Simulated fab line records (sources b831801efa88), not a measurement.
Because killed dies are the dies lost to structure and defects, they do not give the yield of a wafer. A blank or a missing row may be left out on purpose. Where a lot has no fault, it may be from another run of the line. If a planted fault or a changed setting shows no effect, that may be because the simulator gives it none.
Comparing a struck lot with a sound one + flow sky130 + 15 steps out of a route of 708
Sound: these wafers, L811.2, L811.3, L811.5. The struck wafers were L820.2, L820.4, L820.5. The cause comes at the end.
Per side, at each step with rows, come the tool, then ch with its chambers, and then its first start. Under that, the readings that differ: sound wafers + struck wafers + difference of the means + sigmas: that difference in standard deviations of wafers without a fault.
alike: words and numbers the same on both sides, and readings whose means are apart by under 2 such deviations; not compared: readings that were withheld, readings missing a value for some wafer, numbers with overlapping values and no deviation given by the record, and bounds like >300 which may hide the same value.
A row with sigmas, a row that says differs or no value, or rows on one side alone: a step with any of these is where the two part. Numbers that have no deviation but don't overlap get no sigmas and don't part them. A reading missing from all wafers of one side parts the sides only when that side holds two or more wafers.

first, 2 steps without rows for these wafers: SKY_NWELL_IMPLANT_12; SKY_NWELL_IMPLANT_13.
SKY_NWELL_STRIP_14: strips in O2/N2.
  sound on plasma-asher-02 ch 0,1, day 6 09:03; struck on plasma-asher-03 ch 0,1, day 8 13:44
  alike: drypump-motor-current-A, o2-flow-sccm, oes-product-au, strip-time-to-endpoint-s
  not compared: rf-hours-counter-h
SKY_NWELL_TW_MEAS_15:
  struck on film-metro-04, day 8 13:51; sound on film-metro-02, day 6 09:10
| reading  | sound          | struck         | difference | sigmas |
|----------|----------------|----------------|------------|--------|
| NWELL_TW | 1790 1791 1787 | 1823 1817 1830 | +34        | +2     |
then, 7 steps without rows for these wafers: SKY_NWELL_DEHYDRATE_16 (time 60 s); SKY_NWELL_HMDS_17 (prime time 60 s); SKY_NWELL_COAT_18 (resist thk 3000 nm); SKY_NWELL_SOFTBAKE_19; SKY_NWELL_EXPOSE_20 (exposes mask NWM COMPLEMENT, target cd 840 nm); SKY_NWELL_PEB_21; SKY_NWELL_DEVELOP_22 (develop time 60 s).
SKY_NWELL_OVL_MEAS_23:
  struck on overlay-01, day 9 11:28; sound on overlay-01, day 7 04:11
  alike: NWELL_01_OVL
SKY_NWELL_IMPLANT_24:
  sound on implanter-02 ch 0, day 7 04:15; struck on implanter-03 ch 0, day 9 11:31
| reading                   | sound                | struck               | difference | sigmas      |
|---------------------------|----------------------|----------------------|------------|-------------|
| beam-energy-keV           | 139.93 139.92 139.97 | 129.64 129.64 129.64 | -10.30     | -99 or more |
| model.implant.drp-nm (nm) | 95.47 95.47 95.47    | 92.65 92.65 92.65    | -2.82      |             |
  alike: end-station-pressure-torr
SKY_NWELL_STRIP_25: strips in O2/N2.
  sound on plasma-asher-02 ch 1, day 7 04:22; struck on plasma-asher-04 ch 0,1, day 9 11:38
  alike: drypump-motor-current-A, o2-flow-sccm, oes-product-au, strip-time-to-endpoint-s
  not compared: rf-hours-counter-h
-- the record jumps here: 41 days lie between the struck wafers' starts before and after (it left off in module NWELL and takes up again in module PAD_OPEN, whose first step shown is number 708 of the route) --
SKY_PAD_OPEN_PROBE_99:
  struck on prober-02, day 50 02:37; sound on prober-01, day 48 05:38
| reading                                 | sound                         | struck                       | difference | sigmas |
|-----------------------------------------|-------------------------------|------------------------------|------------|--------|
| model.etest.pfet_16v.r-on-ohm-um        | 1.557e+04 1.528e+04 1.561e+04 | 1.887e+04 1.82e+04 1.838e+04 | +2.997e+03 |        |
| model.etest.res-iso-pwell.rs-ohm-sq     | 3022 2742 3039                | 5863 5527 5564               | +2717      |        |
| model.etest.res-iso-pwell.line-ohm-um   | 1138 1032 1131                | 2246 2093 2114               | +1051      |        |
| model.etest.tip_n_5v.rs-ohm-sq          | 1370 1364 1370                | 1470 1472 1463               | +100       |        |
| model.etest.res-nwell.width-nm (nm)     | 832.1 832.2 831.5             | 887.1 883.8 884.4            | +53.2      |        |
| model.etest.res-iso-pwell.width-nm (nm) | 2661 2657 2661                | 2599 2598 2611               | -57        |        |
| model.etest.pfet_16v.drive-ua-um        | 237.5 241.3 235.9             | 190.8 199 198.6              | -42.1      |        |
| model.etest.field-n.vt-v (V)            | 36.53 34.65 36.59             | 30.52 31.27 31.37            | -4.87      |        |
  alike: killed_at_M0_to_M3, killed_at_M4_up, killed-at-contacts, killed-at-front-end, killed-at-other, killed-dies, killed-open, killed-short

## WHERE THEY PART
At SKY_NWELL_TW_MEAS_15 first; at SKY_NWELL_IMPLANT_24 last (within this record only). Later steps at which nothing parts them and some readings are alike: SKY_NWELL_STRIP_25, SKY_PAD_OPEN_PROBE_99.

WHY: what the simulator had put in
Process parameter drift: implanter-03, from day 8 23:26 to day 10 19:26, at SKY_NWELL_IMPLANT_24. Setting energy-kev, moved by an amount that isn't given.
